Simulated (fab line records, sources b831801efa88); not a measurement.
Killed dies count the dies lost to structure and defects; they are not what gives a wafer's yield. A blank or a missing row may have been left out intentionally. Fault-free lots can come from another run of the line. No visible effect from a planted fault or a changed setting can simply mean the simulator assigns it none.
fab line records	flow sfq_line
[record] lots = 6	wafers = 18	last_day = 91
route steps=325 shown I4@177 JJ@178
lots with no fault: from the same line, run without faults
start_h: start of the lot's first displayed wafer, in hours after the record's first day	wait_h: hours elapsed since this lot's preceding step	" the same as in the row above	L1.1+2: one row covering several wafers at once	- no value present, or no start provided	* or withheld: withheld	< > ~ a bound
route shown NAME@n: a module of which the file shows steps, and the number in the route of the first	usual: average and standard deviation across the fault-free wafers	same: alike in all rows	chamber/n: place in a boat	sites: per-site readings	_std_site: the values' standard deviation	_edge_site: mean of outer sites minus mean of inner sites	radius_mm: how far each site lies from the wafer's centre	mask NAME#n: copy n	behind: the most recent tool/chamber to have shaped the wafer	hold: why the lot was held/for how many hours/how that ended	device: the transistor (n, p or np) that didn't switch	end of line: the route-end tests of the same wafers	for a step that has no rows: nothing shown but its recipe	killed: the dies lost at the first sort to structure and to defects; this is not the yield of the wafer	map: shows each die of a wafer: x if killed, . if not, _ if none is there
set.NAME: the setting as run; set.NAME@STEP: as run at that earlier step	model.NAME: the simulator's own value behind a step, which no gauge read
lots seen at some steps along the route; tables by step, rows by wafer
services: the hour from which a tool's chamber was out of use, counted from the record's first day as start_h (under 0 if before that day), plus the number of hours and why
[[steps]]
[step SFQ_TRILAYER_I4_VIA_STRIP_SOLV_CLEAN_108]
[recipe] chemistry = NMP	temp_c = 70	time_s = 600
[step SFQ_TRILAYER_JJ_TRILAYER_DEP_PRE_CLEAN_113]
[recipe] gas = Ar	time_s = 22.5	bias_v = 250
[step SFQ_TRILAYER_JJ_TRILAYER_DEP_SPUTTER_109]
[recipe] material = Nb	base_pressure_pa = 1.33e-06	chamber_pressure_pa = 0.1333	substrate_temp_c = 20	target_thk_nm = 150	power_w = 2000	time_s = 100
[usual] throttle_valve_pct = 30.0/1.2
lot.wafer	tool	chamber	start_h	wait_h	throttle_valve_pct
L845.1	pvd_sputter-05	-	1354.46	0.0	31.1
L845.3	"	-	"	"	32.2
L845.6	"	-	"	"	29.8
L848.2	pvd_sputter-06	-	1381.93	0.0	28.7
L848.4	"	-	"	"	30.7
L848.6	"	-	"	"	28.6
L856.1	pvd_sputter-03	-	1443.14	0.0	28.1
L856.5	"	-	"	"	30.7
L856.6	"	-	"	"	28.1
L857.1	pvd_sputter-06	-	1445.53	0.0	28.5
L857.3	"	-	"	"	28.5
L857.5	"	-	"	"	31.1
L858.1	pvd_sputter-05	-	1449.13	0.0	31.9
L858.2	"	-	"	"	29.3
L858.4	"	-	"	"	30.2
L862.2	pvd_sputter-06	-	1504.82	0.0	28.7
L862.3	"	-	"	"	28.6
L862.4	"	-	"	"	30.6
[step SFQ_TRILAYER_JJ_TRILAYER_DEP_SPUTTER_110]
[recipe] material = Al	base_pressure_pa = 1.33e-06	target_thk_nm = 8	power_w = 500	time_s = 10	chamber_pressure_pa = 0.4
[usual] throttle_valve_pct = 30.0/1.2
lot.wafer	tool	chamber	start_h	wait_h	throttle_valve_pct
L845.1	pvd_sputter-05	-	1354.53	0.0	31.2
L845.3	"	-	"	"	32.3
L845.6	"	-	"	"	29.6
L848.2	pvd_sputter-06	-	1382.00	0.0	28.3
L848.4	"	-	"	"	31.1
L848.6	"	-	"	"	28.8
L856.1	pvd_sputter-03	-	1443.22	0.0	28.1
L856.5	"	-	"	"	30.6
L856.6	"	-	"	"	28.2
L857.1	pvd_sputter-06	-	1445.60	0.0	28.4
L857.3	"	-	"	"	28.8
L857.5	"	-	"	"	30.8
L858.1	pvd_sputter-05	-	1449.20	0.0	32.1
L858.2	"	-	"	"	29.4
L858.4	"	-	"	"	30.1
L862.2	pvd_sputter-06	-	1504.89	0.0	28.7
L862.3	"	-	"	"	28.6
L862.4	"	-	"	"	30.7
[step SFQ_TRILAYER_JJ_TRILAYER_DEP_AL_OXIDATION_111]
[recipe] pressure_mbar = 0.014667	oxidation_time_s = 600	temperature_k = 293
[step SFQ_TRILAYER_JJ_TRILAYER_DEP_SPUTTER_112]
[recipe] material = Nb	base_pressure_pa = 1.33e-06	chamber_pressure_pa = 0.1333	substrate_temp_c = 20	target_thk_nm = 170	power_w = 2000	time_s = 113.3
[usual] throttle_valve_pct = 30.0/1.2
lot.wafer	tool	chamber	start_h	wait_h	throttle_valve_pct
L845.1	pvd_sputter-05	-	1355.55	0.5	31.0
L845.3	"	-	"	"	32.0
L845.6	"	-	"	"	29.5
L848.2	pvd_sputter-06	-	1383.02	0.5	28.5
L848.4	"	-	"	"	31.0
L848.6	"	-	"	"	28.7
L856.1	pvd_sputter-03	-	1444.24	0.5	28.3
L856.5	"	-	"	"	30.6
L856.6	"	-	"	"	27.9
L857.1	pvd_sputter-06	-	1446.62	0.5	28.6
L857.3	"	-	"	"	28.5
L857.5	"	-	"	"	30.9
L858.1	pvd_sputter-05	-	1450.22	0.5	32.0
L858.2	"	-	"	"	29.4
L858.4	"	-	"	"	30.2
L862.2	pvd_sputter-06	-	1505.91	0.5	28.4
L862.3	"	-	"	"	28.6
L862.4	"	-	"	"	30.8
[step SFQ_JJ_RS_MEAS_929]
[recipe] thk_meas_gauge = four-point-probe	reads = Nb_of_TRILAYER_JJ_TRILAYER_DEP_SPUTTER_112
[usual] JJ_NB_RS = 1.050/0.011
lot.wafer	tool	chamber	start_h	wait_h	JJ_NB_RS[ohm/sq]
L845.1	film_metro-04	-	1355.63	0.0	1.053
L845.3	"	-	"	"	1.064
L845.6	"	-	"	"	1.059
L848.2	film_metro-04	-	1383.12	0.1	1.049
L848.4	"	-	"	"	1.070
L848.6	"	-	"	"	1.054
L856.1	film_metro-02	-	1444.32	0.0	1.071
L856.5	"	-	"	"	1.061
L856.6	"	-	"	"	1.079
L857.1	film_metro-01	-	1446.70	0.0	1.035
L857.3	"	-	"	"	1.031
L857.5	"	-	"	"	1.040
L858.1	film_metro-02	-	1450.30	0.0	1.062
L858.2	"	-	"	"	1.048
L858.4	"	-	"	"	1.056
L862.2	film_metro-01	-	1506.01	0.1	1.039
L862.3	"	-	"	"	1.033
L862.4	"	-	"	"	1.047
[step SFQ_TRILAYER_JJ_CE_LITHO_COAT_119]
[recipe] resist = BARC	spin_rpm = 3000	resist_thk_nm = 62
[step SFQ_TRILAYER_JJ_CE_LITHO_COAT_114]
[recipe] resist = KrF	spin_rpm = 3000	resist_thk_nm = 600
[step SFQ_TRILAYER_JJ_CE_LITHO_SOFTBAKE_118]
[recipe] temp_c = withheld	time_s = withheld	resist = KrF
[step SFQ_TRILAYER_JJ_CE_LITHO_EXPOSE_115]
[recipe] mask_id = J5	na = 0.6	source_shape = conventional	sigma_outer = 0.65	target_cd_nm = 700	dose_mj = 14.4
[step SFQ_TRILAYER_JJ_CE_LITHO_PEB_117]
[recipe] peb_temp_c = 115	peb_time_s = 58.8	resist = KrF
[usual] heater_power_total_W = 79.69/0.066	plate_temp_C = 114.95/0.14
[same] peb_time_s = 58.8
lot.wafer	tool	chamber	start_h	wait_h	heater_power_total_W	plate_temp_C
L845.1	litho_track-02	0	1475.30	1.0	79.67	114.93
L845.3	"	0	"	"	79.69	115.00
L845.6	"	0	"	"	79.75	115.23
L848.2	litho_track-01	0	1511.95	0.8	79.76	114.91
L848.4	"	0	"	"	79.60	115.19
L848.6	"	0	"	"	79.64	114.87
L856.1	litho_track-01	0	1570.72	1.0	73.74	108.43
L856.5	"	0	"	"	73.87	108.43
L856.6	"	0	"	"	73.71	108.33
L857.1	litho_track-01	0	1574.32	1.0	73.82	108.58
L857.3	"	0	"	"	73.65	108.63
L857.5	"	0	"	"	73.84	108.59
L858.1	litho_track-03	0	1580.32	1.0	79.75	115.06
L858.2	"	0	"	"	79.74	115.13
L858.4	"	0	"	"	79.72	115.18
L862.2	litho_track-02	0	1617.55	0.8	79.72	115.04
L862.3	"	0	"	"	79.54	114.97
L862.4	"	0	"	"	79.72	114.82
[step SFQ_TRILAYER_JJ_CE_LITHO_DEVELOP_116]
[recipe] time_s = 60	resist = KrF
[step SFQ_JJ_OVL_MEAS_931]
[usual] J5_OVL = -4/5.6
lot.wafer	tool	chamber	start_h	wait_h	J5_OVL[nm]
L845.1	overlay-01	-	1475.60	0.1	-2
L845.3	"	-	"	"	-1
L845.6	"	-	"	"	-10
L848.2	overlay-02	-	1512.23	0.1	0
L848.4	"	-	"	"	5
L848.6	"	-	"	"	7
L856.1	overlay-01	-	1571.02	0.1	-5
L856.5	"	-	"	"	-6
L856.6	"	-	"	"	-10
L857.1	overlay-01	-	1574.62	0.1	-4
L857.3	"	-	"	"	-4
L857.5	"	-	"	"	-3
L858.1	overlay-02	-	1580.62	0.1	-7
L858.2	"	-	"	"	0
L858.4	"	-	"	"	0
L862.2	overlay-02	-	1617.83	0.1	1
L862.3	"	-	"	"	6
L862.4	"	-	"	"	-1
[step SFQ_TRILAYER_JJ_CE_METRO_MEASURE_117]
[usual] cd_nm = 702.7/1.3
lot.wafer	tool	chamber	start_h	wait_h	cd_nm
L845.1	cd_sem-02	-	1475.64	0.0	702.6
L845.3	"	-	"	"	704.1
L845.6	"	-	"	"	703.1
L848.2	cd_sem-01	-	1512.46	0.2	701.9
L848.4	"	-	"	"	702.9
L848.6	"	-	"	"	702.6
L856.1	cd_sem-01	-	1571.06	0.0	866.1
L856.5	"	-	"	"	865.9
L856.6	"	-	"	"	865.3
L857.1	cd_sem-02	-	1574.66	0.0	867.1
L857.3	"	-	"	"	867.7
L857.5	"	-	"	"	867.7
L858.1	cd_sem-01	-	1580.66	0.0	701.6
L858.2	"	-	"	"	702.6
L858.4	"	-	"	"	701.8
L862.2	cd_sem-01	-	1618.06	0.2	704.5
L862.3	"	-	"	"	704.7
L862.4	"	-	"	"	704.0
[step SFQ_TRILAYER_JJ_CE_BARC_OPEN_RIE_150]
[recipe] mask_material = PR	chemistry = O2	target_depth_nm = 240	target = BARC	icp_w = 600	bias_w = 80	pressure_mtorr = 10	time_s = 80
[usual] bias_w = 80.06/0.24	drypump_motor_current_A = 5.4/0.52	he_backside_leak_sccm = 3.5/0.4	oes_product_au = 0.537/0.0046
lot.wafer	tool	chamber	start_h	wait_h	bias_w	drypump_motor_current_A	he_backside_leak_sccm	oes_product_au	rf_hours_counter_h	model.JJ.cd_nm
L845.1	rie_metal-02	1	1476.84	1.0	79.99	4.8	3.3	0.535	101	702.7
L845.3	"	1	"	"	80.60	4.8	3.2	0.531	-	704
L845.6	"	1	"	"	79.99	4.8	3.4	0.539	-	704.4
L848.2	rie_metal-02	1	1513.46	0.8	79.96	4.8	3.4	0.532	107	702.7
L848.4	"	1	"	"	79.83	4.8	3.5	0.543	-	703.3
L848.6	"	1	"	"	79.75	4.9	3.5	0.535	-	703
L856.1	rie_metal-03	1	1572.26	1.0	79.80	6.2	3.6	0.533	83	866.1
L856.5	"	0	"	"	80.31	5.0	3.5	0.542	-	866.3
L856.6	"	1	"	"	80.12	6.2	3.6	0.542	-	865.4
L857.1	rie_metal-03	1	1575.86	1.0	80.02	6.2	3.6	0.543	83	867.7
L857.3	"	1	"	"	79.67	6.2	3.5	0.535	-	869.6
L857.5	"	1	"	"	79.63	6.2	3.5	0.536	-	869.4
L858.1	rie_metal-04	0	1581.86	1.0	80.06	5.4	3.1	0.533	42	700
L858.2	"	1	"	"	79.91	4.9	4.0	0.540	87	701.5
L858.4	"	1	"	"	79.82	4.9	3.8	0.534	-	701
L862.2	rie_metal-03	1	1619.09	0.8	80.32	6.2	3.6	0.543	-	706.2
L862.3	"	1	"	"	80.22	6.2	3.5	0.538	-	706.5
L862.4	"	1	"	"	80.07	6.2	3.7	0.540	-	705.5
[step SFQ_TRILAYER_JJ_CE_ETCH_RIE_118]
[recipe] target = Nb	stop_on = Al2O3	mask_material = PR	taper_deg = 13.257	over_etch_frac = 0.15	time_s = 97.7	chemistry = SF6	target_depth_nm = 170	icp_w = 600	bias_w = 80	pressure_mtorr = 10
[usual] bias_w = 79.98/0.23	drypump_motor_current_A = 5.4/0.52	he_backside_leak_sccm = 3.5/0.4	oes_product_au = 0.990/0.0065
lot.wafer	tool	chamber	start_h	wait_h	bias_w	drypump_motor_current_A	he_backside_leak_sccm	oes_product_au	rf_hours_counter_h	model.JJ.cd_nm
L845.1	rie_metal-02	1	1476.93	0.1	79.97	4.8	3.3	0.993	102	702.6
L845.3	"	1	"	"	80.20	4.8	3.3	0.987	-	703.9
L845.6	"	1	"	"	80.30	4.8	3.4	0.988	-	705.1
L848.2	rie_metal-02	1	1513.55	0.1	79.91	4.8	3.4	0.991	107	702.4
L848.4	"	1	"	"	79.94	4.8	3.4	0.982	-	702.9
L848.6	"	1	"	"	79.58	4.8	3.0	0.988	-	703
L856.1	rie_metal-03	1	1572.35	0.1	80.32	6.2	3.5	0.983	83	865.9
L856.5	"	0	"	"	80.04	4.9	3.4	0.988	-	866
L856.6	"	1	"	"	80.02	6.2	3.7	0.984	-	864.8
L857.1	rie_metal-03	1	1575.95	0.1	80.17	6.2	3.7	1.002	83	867.2
L857.3	"	1	"	"	80.00	6.2	6.5	0.998	-	868.5
L857.5	"	1	"	"	80.10	6.2	3.6	1.001	-	868.4
L858.1	rie_metal-04	0	1581.95	0.1	80.30	5.4	3.0	0.987	42	699.5
L858.2	"	1	"	"	79.86	4.9	3.8	0.986	88	701.2
L858.4	"	1	"	"	79.70	5.0	3.9	0.996	-	700.7
L862.2	rie_metal-03	1	1619.28	0.2	79.66	6.2	3.6	1.002	-	707.4
L862.3	"	1	"	"	79.84	6.2	3.6	0.984	-	708
L862.4	"	1	"	"	79.84	6.2	3.7	0.997	-	706.7
[step SFQ_TRILAYER_JJ_ANODIZE_ANODIZE_119]
[recipe] current_density_ma_cm2 = withheld	end_current_density_ma_cm2 = withheld	bath_temp_c = withheld
[[services]]
tool	chamber	start_h	hours	kind
cd_sem-01	-	1336.31	1.6	pm
rie_metal-03	-	1351.27	0.1	repair
cd_sem-01	-	1361.88	1.4	pm
rie_metal-03	-	1381.51	1.1	repair
pvd_sputter-05	-	1388.65	2.4	repair
cd_sem-01	-	1391.96	0.5	pm
rie_metal-02	-	1404.57	1.4	pm
rie_metal-02	0	1411.33	5.8	repair
pvd_sputter-06	-	1414.23	2.0	repair
pvd_sputter-05	-	1422.83	4.5	repair
pvd_sputter-05	-	1435.89	2.7	repair
rie_metal-02	-	1451.56	0.6	repair
pvd_sputter-06	-	1480.29	2.4	repair
rie_metal-02	-	1510.39	1.4	repair
rie_metal-03	-	1518.38	0.8	repair
cd_sem-01	-	1519.77	0.5	pm
cd_sem-01	-	1520.27	1.5	pm
cd_sem-01	-	1545.88	1.4	pm
cd_sem-01	-	1572.26	2.5	pm
cd_sem-01	-	1575.96	0.1	pm
rie_metal-02	0	1577.23	1.8	repair
pvd_sputter-06	-	1582.76	1.0	repair
pvd_sputter-06	-	1588.39	4.7	repair
rie_metal-03	-	1599.39	14.6	pm
[[key]]
[first_sign] step = SFQ_TRILAYER_JJ_CE_LITHO_PEB_117	reading = heater_power_total_W	direction = down	sigmas = 90	usual = 79.69	struck = 73.77
[effect] step = SFQ_TRILAYER_JJ_CE_LITHO_PEB_117	reading = plate_temp_C	direction = down	sigmas = 45	usual = *	struck = *
[effect] step = SFQ_TRILAYER_JJ_CE_METRO_MEASURE_117	reading = cd_nm	direction = up	sigmas = 99+	usual = 702.7	struck = 866.6
[model_effect] step = SFQ_TRILAYER_JJ_CE_BARC_OPEN_RIE_150	value = JJ.cd_nm	without = 702.2	struck = 867.4
[model_effect] step = SFQ_TRILAYER_JJ_CE_ETCH_RIE_118	value = JJ.cd_nm	without = 701.6	struck = 866.8
met_at SFQ_TRILAYER_JJ_CE_LITHO_PEB_117
struck_wafers L856.1,L856.5,L856.6,L857.1,L857.3,L857.5
onset_between 1511.95 1570.72
[fault] kind = process_parameter_drift	tool = litho_track-01	chamber = -	onset_h = 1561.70	steps = SFQ_TRILAYER_JJ_CE_LITHO_PEB_117	channel = peb_temp_c	offset = *	shape = step	end_h = 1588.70	acts_in = *	stated = *
